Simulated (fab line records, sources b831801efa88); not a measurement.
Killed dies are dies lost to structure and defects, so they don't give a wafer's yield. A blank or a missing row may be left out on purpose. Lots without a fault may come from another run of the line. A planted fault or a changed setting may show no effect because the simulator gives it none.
Which tool did it? | flow gf180mcu | 24 lots, 72 wafers sampled, at 6 steps of a route of 602

WHAT THE GAUGES READ, wafer by wafer
GF_V2_THK_MEAS_03. Usual: V2_CVD_02_THK 848 nm, standard deviation 12.
lot  | measured     | on            | V2_CVD_02_THK (nm) | flag
L074 | day 19 07:22 | film_metro-01 | 857 868 859        |
L075 | day 19 14:55 | film_metro-03 | 842 843 846        |
L076 | day 20 01:58 | film_metro-01 | 855 848 873        |
L077 | day 20 15:14 | film_metro-04 | 830 848 847        |
L078 | day 20 22:19 | film_metro-01 | 827 834 846        |
L079 | day 21 07:59 | film_metro-04 | 838 841 826        |
L080 | day 21 18:43 | film_metro-01 | 828 860 845        |
L081 | day 22 05:12 | film_metro-04 | 828 857 846        |
L082 | day 22 13:47 | film_metro-03 | 838 874 856        |
L083 | day 23 02:16 | film_metro-01 | 844 858 846        |
L084 | day 23 10:17 | film_metro-03 | 845 832 862        |
L085 | day 23 11:25 | film_metro-01 | 841 847 854        |
L086 | day 23 21:23 | film_metro-01 | 852 840 863        |
L087 | day 24 06:22 | film_metro-04 | 838 831 847        |
L088 | day 24 16:04 | film_metro-04 | 832 835 842        |
L089 | day 24 21:22 | film_metro-04 | 836 837 849        |
L090 | day 25 03:02 | film_metro-01 | 848 856 859        |
L091 | day 25 08:23 | film_metro-03 | 849 867 865        |
L092 | day 25 14:52 | film_metro-04 | 840 845 861        |
L093 | day 26 01:08 | film_metro-03 | 835 846 839        |
L094 | day 26 09:40 | film_metro-03 | 855 863 869        |
L095 | day 26 14:15 | film_metro-04 | 822 848 862        |
L096 | day 26 18:35 | film_metro-04 | 863 856 858        |
L097 | day 27 03:20 | film_metro-03 | 830 826 832        |

GF_V3_THK_MEAS_03. Usual: V3_CVD_02_THK 850 nm, standard deviation 13.
lot  | measured     | on            | V3_CVD_02_THK (nm) | flag
L074 | day 21 10:31 | film_metro-02 | 836 859 841        |
L075 | day 21 17:44 | film_metro-03 | 841 849 858        |
L076 | day 22 04:52 | film_metro-03 | 840 840 849        |
L077 | day 22 17:34 | film_metro-03 | 835 855 840        |
L078 | day 23 00:37 | film_metro-03 | 845 827 833        |
L079 | day 23 10:04 | film_metro-03 | 844 845 857        |
L080 | day 23 20:47 | film_metro-02 | 862 843 881        |
L081 | day 24 05:35 | film_metro-04 | 847 842 837        |
L082 | day 24 13:44 | film_metro-04 | 827 844 850        |
L083 | day 25 02:37 | film_metro-03 | 857 843 840        |
L084 | day 25 08:43 | film_metro-04 | 862 846 867        |
L085 | day 25 10:14 | film_metro-02 | 832 832 843        |
L086 | day 25 20:10 | film_metro-03 | 822 841 844        |
L087 | day 26 04:47 | film_metro-02 | 829 852 852        |
L088 | day 26 13:51 | film_metro-03 | 829 829 849        |
L089 | day 26 20:22 | film_metro-04 | 847 831 859        |
L090 | day 27 00:17 | film_metro-04 | 835 876 856        |
L091 | day 27 04:53 | film_metro-02 | 867 855 866        |
L092 | day 27 11:14 | film_metro-02 | 844 846 874        |
L093 | day 27 21:13 | film_metro-03 | 851 844 859        |
L094 | day 28 05:05 | film_metro-02 | 827 853 854        |
L095 | day 28 09:17 | film_metro-02 | 856 856 858        |
L096 | day 28 13:14 | film_metro-04 | 841 835 849        |
L097 | day 28 21:06 | film_metro-02 | 862 838 860        |

GF_M4_THK_MEAS_06: measures by xrf. Usual: M4_ALCU_THK 446 nm, standard deviation 5.9.
lot  | measured     | on            | M4_ALCU_THK (nm) | flag
L074 | day 22 12:46 | film_metro-01 | 449 448 447      |
L075 | day 22 19:13 | film_metro-01 | 437 441 442      |
L076 | day 23 06:08 | film_metro-04 | 438 444 434      |
L077 | day 23 18:36 | film_metro-02 | 448 451 448      |
L078 | day 24 01:46 | film_metro-02 | 443 451 444      |
L079 | day 24 10:34 | film_metro-04 | 445 443 435      |
L080 | day 24 21:32 | film_metro-01 | 443 449 453      |
L081 | day 25 05:48 | film_metro-04 | 464 455 454      |
L082 | day 25 13:40 | film_metro-02 | 447 444 444      |
L083 | day 26 02:18 | film_metro-01 | 443 438 443      |
L084 | day 26 07:58 | film_metro-02 | 444 448 457      |
L085 | day 26 09:23 | film_metro-02 | 446 440 439      |
L086 | day 26 18:53 | film_metro-02 | 452 451 446      |
L087 | day 27 03:48 | film_metro-04 | 453 449 456      |
L088 | day 27 13:25 | film_metro-01 | 440 445 448      |
L089 | day 27 18:49 | film_metro-01 | 453 453 452      |
L090 | day 27 23:14 | film_metro-01 | 442 447 436      |
L091 | day 28 03:10 | film_metro-04 | 446 445 442      |
L092 | day 28 09:08 | film_metro-01 | 452 446 445      |
L093 | day 28 19:03 | film_metro-02 | 436 447 447      |
L094 | day 29 02:05 | film_metro-01 | 449 460 447      |
L095 | day 29 06:46 | film_metro-02 | 436 434 442      |
L096 | day 29 10:52 | film_metro-01 | 438 439 438      |
L097 | day 29 18:56 | film_metro-04 | 448 446 444      |

GF_M4_CD_MEAS_14: target cd 280 nm. Usual: cd_nm 279.8 nm, standard deviation 1.1.
lot  | measured     | on        | cd_nm (nm)        | flag
L074 | day 23 11:40 | cd_sem-02 | 280.5 280.6 281.3 |
L075 | day 23 17:45 | cd_sem-01 | 280.9 280.4 281.9 |
L076 | day 24 04:16 | cd_sem-01 | 278.8 279.4 278.7 |
L077 | day 24 17:05 | cd_sem-02 | 280.1 278.1 278.9 |
L078 | day 24 23:14 | cd_sem-02 | 278.5 279.5 278.7 |
L079 | day 25 08:15 | cd_sem-01 | 280.8 281.6 281.4 |
L080 | day 25 18:34 | cd_sem-01 | 278.8 278.0 278.5 |
L081 | day 26 02:31 | cd_sem-01 | 280.0 281.7 282.4 |
L082 | day 26 10:45 | cd_sem-02 | 280.0 280.6 280.7 |
L083 | day 26 22:44 | cd_sem-02 | 280.5 280.3 280.0 |
L084 | day 27 04:09 | cd_sem-02 | 280.2 280.1 280.4 |
L085 | day 27 05:51 | cd_sem-02 | 280.6 279.3 279.1 |
L086 | day 27 15:15 | cd_sem-02 | 279.8 280.6 279.9 |
L087 | day 27 23:27 | cd_sem-02 | 281.7 280.8 281.7 |
L088 | day 28 08:52 | cd_sem-02 | 278.0 279.7 279.7 |
L089 | day 28 14:01 | cd_sem-02 | 279.1 279.0 279.7 |
L090 | day 28 18:19 | cd_sem-01 | 279.4 279.0 279.6 |
L091 | day 28 22:20 | cd_sem-02 | 280.1 279.9 279.4 |
L092 | day 29 03:45 | cd_sem-02 | 280.1 280.4 280.0 |
L093 | day 29 14:25 | cd_sem-01 | 278.5 278.2 278.5 |
L094 | day 29 21:05 | cd_sem-01 | 280.3 280.8 279.3 |
L095 | day 30 00:43 | cd_sem-01 | 279.3 278.3 278.3 |
L096 | day 30 05:43 | cd_sem-01 | 279.5 278.6 278.9 |
L097 | day 30 13:46 | cd_sem-02 | 280.1 280.2 280.7 |

WHICH TOOL RAN EACH LOT (tool, then ch and the chambers of the sampled wafers, then the start)
lot  | GF_CONTACT_CVD_24             | GF_M3_METAL_ETCH_16
L074 | cvd_w-01 ch 0,1, day 16 04:07 | rie_metal-04 ch 0,1, day 21 09:39
L075 | cvd_w-02 ch 0,1, day 16 11:03 | rie_metal-03 ch 0, day 21 16:45
L076 | cvd_w-02 ch 0, day 16 21:41   | rie_metal-04 ch 0, day 22 03:52
L077 | cvd_w-01 ch 0,1, day 17 10:08 | rie_metal-01 ch 0,1, day 22 16:42
L078 | cvd_w-01 ch 0,1, day 17 17:17 | rie_metal-01 ch 0,1, day 22 23:45
L079 | cvd_w-01 ch 1, day 18 02:02   | rie_metal-01 ch 1, day 23 09:04
L080 | cvd_w-01 ch 0,1, day 18 12:41 | rie_metal-04 ch 1, day 23 19:49
L081 | cvd_w-01 ch 0,1, day 18 23:40 | rie_metal-01 ch 0, day 24 04:33
L082 | cvd_w-01 ch 0,1, day 19 08:46 | rie_metal-04 ch 0,1, day 24 12:52
L083 | cvd_w-02 ch 0,1, day 19 21:19 | rie_metal-04 ch 0,1, day 25 01:45
L084 | cvd_w-01 ch 0,1, day 20 06:43 | rie_metal-03 ch 0,1, day 25 07:51
L085 | cvd_w-01 ch 0,1, day 20 08:04 | rie_metal-01 ch 0,1, day 25 09:22
L086 | cvd_w-02 ch 0,1, day 20 18:10 | rie_metal-01 ch 0,1, day 25 19:16
L087 | cvd_w-02 ch 1, day 21 04:02   | rie_metal-04 ch 0,1, day 26 03:55
L088 | cvd_w-02 ch 0,1, day 21 14:52 | rie_metal-01 ch 0,1, day 26 12:58
L089 | cvd_w-01 ch 0,1, day 21 20:26 | rie_metal-03 ch 0,1, day 26 19:30
L090 | cvd_w-01 ch 0,1, day 22 01:26 | rie_metal-01 ch 0,1, day 26 23:25
L091 | cvd_w-02 ch 0,1, day 22 09:41 | rie_metal-03 ch 0,1, day 27 04:01
L092 | cvd_w-01 ch 0,1, day 22 15:01 | rie_metal-01 ch 0,1, day 27 10:22
L093 | cvd_w-02 ch 0,1, day 23 01:52 | rie_metal-01 ch 0,1, day 27 20:21
L094 | cvd_w-02 ch 0,1, day 23 12:04 | rie_metal-04 ch 1, day 28 04:09
L095 | cvd_w-01 ch 0,1, day 23 16:55 | rie_metal-04 ch 0,1, day 28 08:22
L096 | cvd_w-01 ch 0,1, day 23 21:07 | rie_metal-03 ch 0,1, day 28 12:22
L097 | cvd_w-02 ch 0,1, day 24 06:31 | rie_metal-04 ch 0,1, day 28 20:13
- GF_CONTACT_CVD_24: deposits W, target thk 300 nm, time 90.339 s.
- GF_M3_METAL_ETCH_16: etches the open film in Cl2/BCl3, stops on SiO2, target depth 750.8 nm, time 125.1 s.

WHAT THE TOOLS THEMSELVES READ (means of the sampled wafers that have a number; where no wafer has one, the mark that the record gives instead)
GF_CONTACT_CVD_24. Usual: heater_power_w 978 W, standard deviation 66.
lot  | tool     | heater_power_w (W) | flag
L074 | cvd_w-01 | 1034               |
L075 | cvd_w-02 | 983                |
L076 | cvd_w-02 | 981                |
L077 | cvd_w-01 | 994                |
L078 | cvd_w-01 | 1031               |
L079 | cvd_w-01 | 942                |
L080 | cvd_w-01 | 1016               |
L081 | cvd_w-01 | 1034               |
L082 | cvd_w-01 | 989                |
L083 | cvd_w-02 | 926                |
L084 | cvd_w-01 | 1028               |
L085 | cvd_w-01 | 996                |
L086 | cvd_w-02 | 923                |
L087 | cvd_w-02 | 899                |
L088 | cvd_w-02 | 917                |
L089 | cvd_w-01 | 997                |
L090 | cvd_w-01 | 990                |
L091 | cvd_w-02 | 918                |
L092 | cvd_w-01 | 1044               |
L093 | cvd_w-02 | 935                |
L094 | cvd_w-02 | 920                |
L095 | cvd_w-01 | 1037               |
L096 | cvd_w-01 | 974                |
L097 | cvd_w-02 | 915                |

GF_M3_METAL_ETCH_16. Usual: drypump_motor_current_A 5.7 A, standard deviation 0.7; oes_product_au 0.991 a.u., standard deviation 0.0056; throttle_valve_pct 28.228 %, standard deviation 0.0097.
lot  | tool         | drypump_motor_current_A (A) | oes_product_au (a.u.) | throttle_valve_pct (%) | flag
L074 | rie_metal-04 | 5.5                         | 0.997                 | 28.226                 |
L075 | rie_metal-03 | 4.9                         | 0.989                 | 28.222                 |
L076 | rie_metal-04 | 6.7                         | 0.994                 | 28.217                 |
L077 | rie_metal-01 | 6.0                         | 0.985                 | 28.233                 |
L078 | rie_metal-01 | 6.0                         | 0.987                 | 28.235                 |
L079 | rie_metal-01 | 6.3                         | 0.987                 | 28.232                 |
L080 | rie_metal-04 | 4.9                         | 0.992                 | 28.225                 |
L081 | rie_metal-01 | 5.5                         | 0.986                 | 28.238                 |
L082 | rie_metal-04 | 5.5                         | 0.994                 | 28.232                 |
L083 | rie_metal-04 | 5.5                         | 0.993                 | 28.225                 |
L084 | rie_metal-03 | 5.3                         | 0.989                 | 28.228                 |
L085 | rie_metal-01 | 6.0                         | 0.986                 | 28.228                 |
L086 | rie_metal-01 | 5.7                         | 0.984                 | 28.237                 |
L087 | rie_metal-04 | 5.5                         | 0.989                 | 28.240                 |
L088 | rie_metal-01 | 5.7                         | 0.989                 | 28.224                 |
L089 | rie_metal-03 | 5.2                         | 0.994                 | 28.213                 |
L090 | rie_metal-01 | 6.0                         | 0.994                 | 28.225                 |
L091 | rie_metal-03 | 5.1                         | 0.996                 | 28.222                 |
L092 | rie_metal-01 | 6.0                         | 0.991                 | 28.229                 |
L093 | rie_metal-01 | 5.7                         | 0.989                 | 28.235                 |
L094 | rie_metal-04 | 4.9                         | 0.992                 | 28.228                 |
L095 | rie_metal-04 | 5.5                         | 0.993                 | 28.218                 |
L096 | rie_metal-03 | 5.1                         | 0.985                 | 28.227                 |
L097 | rie_metal-04 | 5.5                         | 0.994                 | 28.230                 |

THE ANSWER, worked out from the rows above alone
Rule: a lot is off if the mean of its wafers that have a number lies more than 3 standard deviations from the usual mean. A lot without any number at a reading at which 4 lots or more have one is off too. The other lots that the step has rows for count as sound. The gauges are gone through in route order, then the tools' own readings, and for those a lot's mean is taken as printed above. The first step at which some lot is off is used, and at that step the reading that is off furthest; a lot without a number counts as furthest.
No lot is off at any reading shown: from this, nothing can be told.

WHAT THE SIMULATOR HAD PUT IN
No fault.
